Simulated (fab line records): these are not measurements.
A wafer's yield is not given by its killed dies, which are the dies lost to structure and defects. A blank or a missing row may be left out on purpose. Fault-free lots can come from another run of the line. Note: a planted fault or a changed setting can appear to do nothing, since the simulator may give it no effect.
Split-lot trial	flow gf180mcu	on a route of 602 steps: 5 lots, 23 wafers read

THE SPLIT ITSELF
At GF_CONTACT_SPUTTER_22 (material Ti, target thk 15 nm, time 80.02 s), the setting power_w was moved away from the recipe's 2500 W on 10 of the 23 wafers read, by -7.3% to +11.9%. All remaining wafers had this setting at the recipe value.

The reading comes from the split's own step.

THE READING
Ti_of_CONTACT_SPUTTER_22.thk_nm (the simulator's own value, which no gauge read), in nm, at GF_CONTACT_SPUTTER_22 (material Ti, target thk 15 nm, time 80.02 s). The file gives no usual value for it. Across the 13 wafers here that went through the recipe, the average is 15.07 nm and the standard deviation 0.13 nm.

wafer	tool, chamber at the split	power_w as run, W	against the recipe	Ti_of_CONTACT_SPUTTER_22.thk_nm, nm	against lot-mates on the recipe
L076.1	pvd_sputter-02, -	2744	+9.8%	16.38	+1.21
L076.2	pvd_sputter-02, -	2500	recipe	15.25	-
L076.3	pvd_sputter-02, -	2744	+9.8%	16.56	+1.39
L076.4	pvd_sputter-02, -	2500	recipe	15.09	-
L076.6	pvd_sputter-02, -	2744	+9.8%	16.51	+1.34
L079.2	pvd_sputter-03, -	2500	recipe	15.24	-
L079.4	pvd_sputter-03, -	2500	recipe	15.02	-
L079.5	pvd_sputter-03, -	2500	recipe	15.12	-
L081.1	pvd_sputter-01, -	2798	+11.9%	16.7	+1.70
L081.2	pvd_sputter-01, -	2500	recipe	15.08	-
L081.3	pvd_sputter-01, -	2500	recipe	15	-
L081.4	pvd_sputter-01, -	2798	+11.9%	16.82	+1.82
L081.6	pvd_sputter-01, -	2500	recipe	14.92	-
L080.1	pvd_sputter-03, -	2716	+8.6%	16.33	+1.27
L080.2	pvd_sputter-03, -	2716	+8.6%	16.53	+1.47
L080.3	pvd_sputter-03, -	2500	recipe	15.09	-
L080.5	pvd_sputter-03, -	2500	recipe	15.03	-
L080.6	pvd_sputter-03, -	2716	+8.6%	16.58	+1.52
L083.1	pvd_sputter-01, -	2500	recipe	14.78	-
L083.2	pvd_sputter-01, -	2500	recipe	15.11	-
L083.4	pvd_sputter-01, -	2500	recipe	15.22	-
L083.5	pvd_sputter-01, -	2318	-7.3%	13.87	-1.17
L083.6	pvd_sputter-01, -	2318	-7.3%	13.93	-1.11

FIT RESULTS
A straight line over all 23 wafers: Ti_of_CONTACT_SPUTTER_22.thk_nm changes by +0.151 nm for each +1% of power_w; r = +0.99; the points scatter about the line by 0.13 nm.
The same after taking each lot's own level away (the mean of its wafers on the recipe; 23 wafers): +0.149 nm for each +1%; r = +0.99; scatter 0.13 nm.
The reading moves by 1.8 nm for the largest change in power_w, on that fit.
Measured against the standard deviation above, the lots' own levels, which go from 15.000 to 15.170 nm, span 1.4 times it.
The two slopes are in agreement: the lot-to-lot level therefore moves the slope only a little.
Check: for one of the wafers moved furthest among these (+11.9%), held out of the fit, the line's prediction against its lot-mates is +1.78 nm. It came out at +1.7 nm against them.

THESE WAFERS: OTHER SPLITS
Note: prior to the reading, these wafers also went through further splits. Each is held against what the fit with the lots' levels taken away leaves over:
other split on the same wafers	wafers away from the commonest value	r with Ti_of_CONTACT_SPUTTER_22.thk_nm (lot level and that fit taken away)
GF_CONTACT_CMP_04 leave_above_ref_nm	7	+0.02
GF_CONTACT_EXPOSE_11 dose_mj	7	+0.01

FILE'S OWN FIT
Ti_of_CONTACT_SPUTTER_22.thk_nm changes by +0.149 nm for each +1% of power_w, r = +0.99.
